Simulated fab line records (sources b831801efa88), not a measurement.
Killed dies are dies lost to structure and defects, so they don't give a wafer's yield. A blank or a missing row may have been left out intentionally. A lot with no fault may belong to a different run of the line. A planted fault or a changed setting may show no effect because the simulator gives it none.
Code-filled problem report in 8D (eight disciplines) form | flow gf180mcu | the parts of the form that need people (team, actions taken, sign-off) are left out

== 1. WHAT IS WRONG ==
Wafers without a fault read 1.002 a.u., standard deviation 0.011; oes product au at GF_STI_ETCH_14 reads a mean of 0.805 a.u. on 6 wafers belonging to 2 lots. Relative to the usual mean, that is a shift of -18 standard deviations.
The step: etches Si in HBr/Cl2/O2, target depth 360 nm, time 102.9 s.
The first sign was on wafer L370.1 at day 4 06:16, on rie si-01. The record has a number at this step for 36 wafers belonging to 12 lots. By rule, "out" or "out of limits" means more than 4 standard deviations away from the usual mean. The other wafers with a number count as sound.

== 2. WHAT IT IS AND WHAT IT IS NOT ==
question                    | is                                 | is not
which readings at this step | oes product au, throttle valve pct | drypump motor current A
which lots                  | L370, L371                         | L360, L361, L363, L364, L365, L366, L373, L380, L382, L383
which wafers of those lots  | all that have a number             | -
read on which tools         | rie si-01                          | rie si-02
when                        | from day 4 06:16                   | up to then (18 sound wafers); but 12 sound wafers of L373, L380, L382, L383 came after

== 3. SUSPECTS, AND WHAT RULES EACH OUT ==
Counting: a tool at a process step up to the reading stays a suspect if it ran every lot that is out and no sound lot after the first of them.
- rie si-01 at GF_STI_ETCH_14 (etches Si in HBr/Cl2/O2, target depth 360 nm, time 102.9 s): kept. Every lot that is out went through it, starting with L370 (day 4 06:16), and after that it ran no sound lot; the last sound lot it ran before then is L366 (day 3 11:19). Its own oes product au, throttle valve pct readings are out on those wafers.
After counting, what remains is rie si-01 at GF_STI_ETCH_14.

== 4. THE CAUSE (what the simulator had put in) ==
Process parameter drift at GF_STI_ETCH_14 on rie si-01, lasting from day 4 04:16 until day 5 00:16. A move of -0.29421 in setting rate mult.
Counting left only this tool.

== 5. THE CHAIN OF EFFECTS, in route order ==
Each row: a reading whose mean over the struck wafers that have a number lies more than 3 standard deviations from the usual. Scope: only readings with a usual standard deviation given in the record; hours: median across lots of the time from each lot's start at the first step in this table that gives one to its start at this step; sigmas: change in usual standard deviations.
hours | step            | reading                  | usual      | on struck wafers | change | sigmas
0     | GF_STI_ETCH_14  | oes product au           | 1.002 a.u. | 0.805            | -0.197 | -18
0     | GF_STI_ETCH_14  | throttle valve pct       | 25.655 %   | 25.784           | +0.129 | +11
0     | GF_STI_STRIP_15 | oes product au           | 0.384 a.u. | 0.403            | +0.019 | +3.6
0     | GF_STI_STRIP_15 | strip time to endpoint s | 3.75 s     | 4.14             | +0.39  | +7.6
Here are the process steps it includes:
- GF_STI_ETCH_14: etches Si in HBr/Cl2/O2, target depth 360 nm, time 102.9 s.
- GF_STI_STRIP_15: strips in O2/N2.
Later steps that measure or inspect, where all struck wafers having a row at the step show a number for every such reading and not one has moved that far: GF_M1_CD_MEAS_14, GF_V1_THK_MEAS_01.

== 6. HOW IT WOULD HAVE BEEN CAUGHT EARLIER ==
2 hours passed between the start of the fault at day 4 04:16 and the first reading out of limits in this record, taken at day 4 06:16.
